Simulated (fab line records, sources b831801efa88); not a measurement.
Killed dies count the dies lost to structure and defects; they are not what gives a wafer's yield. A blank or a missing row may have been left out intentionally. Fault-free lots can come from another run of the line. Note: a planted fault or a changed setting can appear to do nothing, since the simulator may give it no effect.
Which tool is to blame? :: flow sky130 :: 36 wafers from 12 lots sampled at 5 of the route's 708 steps

WHAT EACH GAUGE READ, for each wafer
SKY_CAPM_THK_MEAS_01.
lot: L863
measured: day 36 16:58
on: filmMetro-04
CAPM_CVD_00_THK (nm): 14.98 15.66 15.42

lot: L864
measured: day 37 01:00
on: filmMetro-02
CAPM_CVD_00_THK (nm): 31.18 31.24 31.49

lot: L865
measured: day 37 04:30
on: filmMetro-04
CAPM_CVD_00_THK (nm): 30.52 31.00 30.81

lot: L876
measured: day 40 15:09
on: filmMetro-02
CAPM_CVD_00_THK (nm): 15.48 15.45 15.69

lot: L877
measured: day 41 01:50
on: filmMetro-03
CAPM_CVD_00_THK (nm): 15.13 15.15 15.33

lot: L879
measured: day 41 22:10
on: filmMetro-04
CAPM_CVD_00_THK (nm): 15.31 15.56 15.41

lot: L881
measured: day 42 02:13
on: filmMetro-02
CAPM_CVD_00_THK (nm): 15.46 15.69 15.80

lot: L880
measured: day 42 04:09
on: filmMetro-04
CAPM_CVD_00_THK (nm): 15.33 15.34 15.64

lot: L883
measured: day 42 13:30
on: filmMetro-04
CAPM_CVD_00_THK (nm): 15.12 15.41 15.35

lot: L884
measured: day 42 19:58
on: filmMetro-04
CAPM_CVD_00_THK (nm): 15.41 15.30 15.46

lot: L885
measured: day 43 04:41
on: filmMetro-03
CAPM_CVD_00_THK (nm): 15.10 15.41 15.44

lot: L886
measured: day 43 10:21
on: filmMetro-03
CAPM_CVD_00_THK (nm): 15.32 15.58 15.41

EACH LOT AND THE TOOL THAT RAN IT (in order: tool; ch and the chambers of the sampled wafers; start)
lot: L863
SKY_METAL3_SPUTTER_00: pvdSputter-01, day 36 16:47
SKY_METAL3_SPUTTER_02: pvdSputter-01, day 36 16:50
SKY_METAL3_SPUTTER_04: pvdSputter-01, day 36 16:54
SKY_CAPM_CVD_00: pecvd-01 ch 0,1,2, day 36 16:56

lot: L864
SKY_METAL3_SPUTTER_00: pvdSputter-03, day 37 00:37
SKY_METAL3_SPUTTER_02: pvdSputter-03, day 37 00:40
SKY_METAL3_SPUTTER_04: pvdSputter-03, day 37 00:44
SKY_CAPM_CVD_00: pecvd-04 ch 0,1,2, day 37 00:00

lot: L865
SKY_METAL3_SPUTTER_00: pvdSputter-03, day 37 04:08
SKY_METAL3_SPUTTER_02: pvdSputter-03, day 37 04:11
SKY_METAL3_SPUTTER_04: pvdSputter-03, day 37 04:15
SKY_CAPM_CVD_00: pecvd-01 ch 0,1, day 37 04:00

lot: L876
SKY_METAL3_SPUTTER_00: pvdSputter-01, day 40 14:59
SKY_METAL3_SPUTTER_02: pvdSputter-01, day 40 15:02
SKY_METAL3_SPUTTER_04: pvdSputter-01, day 40 15:05
SKY_CAPM_CVD_00: pecvd-04 ch 0,1, day 40 15:08

lot: L877
SKY_METAL3_SPUTTER_00: pvdSputter-04, day 41 01:38
SKY_METAL3_SPUTTER_02: pvdSputter-04, day 41 01:41
SKY_METAL3_SPUTTER_04: pvdSputter-04, day 41 01:45
SKY_CAPM_CVD_00: pecvd-03 ch 1,2, day 41 01:48

lot: L879
SKY_METAL3_SPUTTER_00: pvdSputter-01, day 41 21:58
SKY_METAL3_SPUTTER_02: pvdSputter-01, day 41 22:01
SKY_METAL3_SPUTTER_04: pvdSputter-01, day 41 22:05
SKY_CAPM_CVD_00: pecvd-01 ch 0,1,2, day 41 22:08

lot: L881
SKY_METAL3_SPUTTER_00: pvdSputter-03, day 42 02:02
SKY_METAL3_SPUTTER_02: pvdSputter-03, day 42 02:05
SKY_METAL3_SPUTTER_04: pvdSputter-03, day 42 02:08
SKY_CAPM_CVD_00: pecvd-01 ch 0,1,2, day 42 02:11

lot: L880
SKY_METAL3_SPUTTER_00: pvdSputter-04, day 42 03:59
SKY_METAL3_SPUTTER_02: pvdSputter-04, day 42 04:01
SKY_METAL3_SPUTTER_04: pvdSputter-04, day 42 04:05
SKY_CAPM_CVD_00: pecvd-03 ch 0,1, day 42 04:08

lot: L883
SKY_METAL3_SPUTTER_00: pvdSputter-01, day 42 13:20
SKY_METAL3_SPUTTER_02: pvdSputter-01, day 42 13:22
SKY_METAL3_SPUTTER_04: pvdSputter-01, day 42 13:26
SKY_CAPM_CVD_00: pecvd-03 ch 1,2, day 42 13:29

lot: L884
SKY_METAL3_SPUTTER_00: pvdSputter-03, day 42 19:48
SKY_METAL3_SPUTTER_02: pvdSputter-03, day 42 19:51
SKY_METAL3_SPUTTER_04: pvdSputter-03, day 42 19:54
SKY_CAPM_CVD_00: pecvd-03 ch 0,1,2, day 42 19:57

lot: L885
SKY_METAL3_SPUTTER_00: pvdSputter-03, day 43 04:29
SKY_METAL3_SPUTTER_02: pvdSputter-03, day 43 04:32
SKY_METAL3_SPUTTER_04: pvdSputter-03, day 43 04:36
SKY_CAPM_CVD_00: pecvd-04 ch 0,2, day 43 04:39

lot: L886
SKY_METAL3_SPUTTER_00: pvdSputter-01, day 43 10:10
SKY_METAL3_SPUTTER_02: pvdSputter-01, day 43 10:12
SKY_METAL3_SPUTTER_04: pvdSputter-01, day 43 10:16
SKY_CAPM_CVD_00: pecvd-04 ch 0, day 43 10:19
- SKY_METAL3_SPUTTER_00: material Ti, target thk 15 nm, time 10 s.
- SKY_METAL3_SPUTTER_02: material AlCu, target thk 735 nm, time 39.1 s.
- SKY_METAL3_SPUTTER_04: material TiN, target thk 70 nm, time 58.3 s.
- SKY_CAPM_CVD_00: deposits SiO2, target thk 15.5 nm.

AS READ BY THE TOOLS THEMSELVES (means over the sampled wafers that have a number; for cases with no such wafer, the mark the record gives instead)
SKY_METAL3_SPUTTER_00.
lot: L863
tool: pvdSputter-01
chamberPressurePa (Pa): 0.3993
throttleValvePct (%): 28.9

lot: L864
tool: pvdSputter-03
chamberPressurePa (Pa): 0.3994
throttleValvePct (%): 29.8

lot: L865
tool: pvdSputter-03
chamberPressurePa (Pa): 0.4005
throttleValvePct (%): 29.9

lot: L876
tool: pvdSputter-01
chamberPressurePa (Pa): 0.4002
throttleValvePct (%): 28.9

lot: L877
tool: pvdSputter-04
chamberPressurePa (Pa): 0.4001
throttleValvePct (%): 29.8

lot: L879
tool: pvdSputter-01
chamberPressurePa (Pa): 0.4006
throttleValvePct (%): 28.8

lot: L881
tool: pvdSputter-03
chamberPressurePa (Pa): 0.4004
throttleValvePct (%): 29.5

lot: L880
tool: pvdSputter-04
chamberPressurePa (Pa): 0.3995
throttleValvePct (%): 29.7

lot: L883
tool: pvdSputter-01
chamberPressurePa (Pa): 0.4003
throttleValvePct (%): 28.8

lot: L884
tool: pvdSputter-03
chamberPressurePa (Pa): 0.3995
throttleValvePct (%): 29.8

lot: L885
tool: pvdSputter-03
chamberPressurePa (Pa): 0.3993
throttleValvePct (%): 29.9

lot: L886
tool: pvdSputter-01
chamberPressurePa (Pa): 0.4010
throttleValvePct (%): 28.9

SKY_METAL3_SPUTTER_02.
lot: L863
tool: pvdSputter-01
chamberPressurePa (Pa): 0.4002
throttleValvePct (%): 29.1

lot: L864
tool: pvdSputter-03
chamberPressurePa (Pa): 0.3994
throttleValvePct (%): 29.8

lot: L865
tool: pvdSputter-03
chamberPressurePa (Pa): 0.4004
throttleValvePct (%): 29.7

lot: L876
tool: pvdSputter-01
chamberPressurePa (Pa): 0.4000
throttleValvePct (%): 28.7

lot: L877
tool: pvdSputter-04
chamberPressurePa (Pa): 0.3996
throttleValvePct (%): 29.9

lot: L879
tool: pvdSputter-01
chamberPressurePa (Pa): 0.4000
throttleValvePct (%): 28.8

lot: L881
tool: pvdSputter-03
chamberPressurePa (Pa): 0.3995
throttleValvePct (%): 29.6

lot: L880
tool: pvdSputter-04
chamberPressurePa (Pa): 0.4003
throttleValvePct (%): 29.8

lot: L883
tool: pvdSputter-01
chamberPressurePa (Pa): 0.4003
throttleValvePct (%): 29.2

lot: L884
tool: pvdSputter-03
chamberPressurePa (Pa): 0.4008
throttleValvePct (%): 29.7

lot: L885
tool: pvdSputter-03
chamberPressurePa (Pa): 0.3995
throttleValvePct (%): 30.0

lot: L886
tool: pvdSputter-01
chamberPressurePa (Pa): 0.4011
throttleValvePct (%): 29.0

SKY_METAL3_SPUTTER_04.
lot: L863
tool: pvdSputter-01
chamberPressurePa (Pa): 0.3995
throttleValvePct (%): 29.1

lot: L864
tool: pvdSputter-03
chamberPressurePa (Pa): 0.3999
throttleValvePct (%): 29.9

lot: L865
tool: pvdSputter-03
chamberPressurePa (Pa): 0.4002
throttleValvePct (%): 29.8

lot: L876
tool: pvdSputter-01
chamberPressurePa (Pa): 0.4007
throttleValvePct (%): 28.9

lot: L877
tool: pvdSputter-04
chamberPressurePa (Pa): 0.4002
throttleValvePct (%): 29.7

lot: L879
tool: pvdSputter-01
chamberPressurePa (Pa): 0.4000
throttleValvePct (%): 28.8

lot: L881
tool: pvdSputter-03
chamberPressurePa (Pa): 0.3999
throttleValvePct (%): 29.5

lot: L880
tool: pvdSputter-04
chamberPressurePa (Pa): 0.3996
throttleValvePct (%): 29.6

lot: L883
tool: pvdSputter-01
chamberPressurePa (Pa): 0.3999
throttleValvePct (%): 28.9

lot: L884
tool: pvdSputter-03
chamberPressurePa (Pa): 0.4007
throttleValvePct (%): 29.7

lot: L885
tool: pvdSputter-03
chamberPressurePa (Pa): 0.4003
throttleValvePct (%): 29.8

lot: L886
tool: pvdSputter-01
chamberPressurePa (Pa): 0.4004
throttleValvePct (%): 29.0

SKY_CAPM_CVD_00.
lot: L863
tool: pecvd-01
heaterPowerW (W): 811

lot: L864
tool: pecvd-04
heaterPowerW (W): 734

lot: L865
tool: pecvd-01
heaterPowerW (W): 698

lot: L876
tool: pecvd-04
heaterPowerW (W): 693

lot: L877
tool: pecvd-03
heaterPowerW (W): 687

lot: L879
tool: pecvd-01
heaterPowerW (W): 774

lot: L881
tool: pecvd-01
heaterPowerW (W): 816

lot: L880
tool: pecvd-03
heaterPowerW (W): 708

lot: L883
tool: pecvd-03
heaterPowerW (W): 696

lot: L884
tool: pecvd-03
heaterPowerW (W): 716

lot: L885
tool: pecvd-04
heaterPowerW (W): 697

lot: L886
tool: pecvd-04
heaterPowerW (W): 688

THE ANSWER, worked out from the rows above alone
Rule: the lots themselves supply what counts as usual. The widest of any qualifying gaps counts: lots, ordered by their means at a reading, are off when they make up no more than a third of the lots, leave a main group of 4 or more, and stand apart from it by 3 or more times the standard deviation of that group's means. A main group whose means are all the same, to the digits that the tables above print for the reading, isn't used. Also off: a lot with no number at a reading for which 4 or more lots have one. The other lots that the step has rows for count as sound. First the gauges in route order, then the tools' own readings, where a lot's mean is used as printed above. The first step at which some lot is off is used, and at that step the reading that is off furthest; a lot without a number counts as furthest.
Off: at SKY_CAPM_THK_MEAS_01 (CAPM_CVD_00_THK), L864, L865. For the main group the mean is 15.40 nm and the standard deviation 0.12.
If a tool, at a process step before that reading, ran all the lots that are off and no sound lot after the first of them, it fits. The gauges at SKY_CAPM_THK_MEAS_01 are tried like those tools. Not one of the candidates tried fits.

WHAT THE SIMULATOR HAD PUT IN
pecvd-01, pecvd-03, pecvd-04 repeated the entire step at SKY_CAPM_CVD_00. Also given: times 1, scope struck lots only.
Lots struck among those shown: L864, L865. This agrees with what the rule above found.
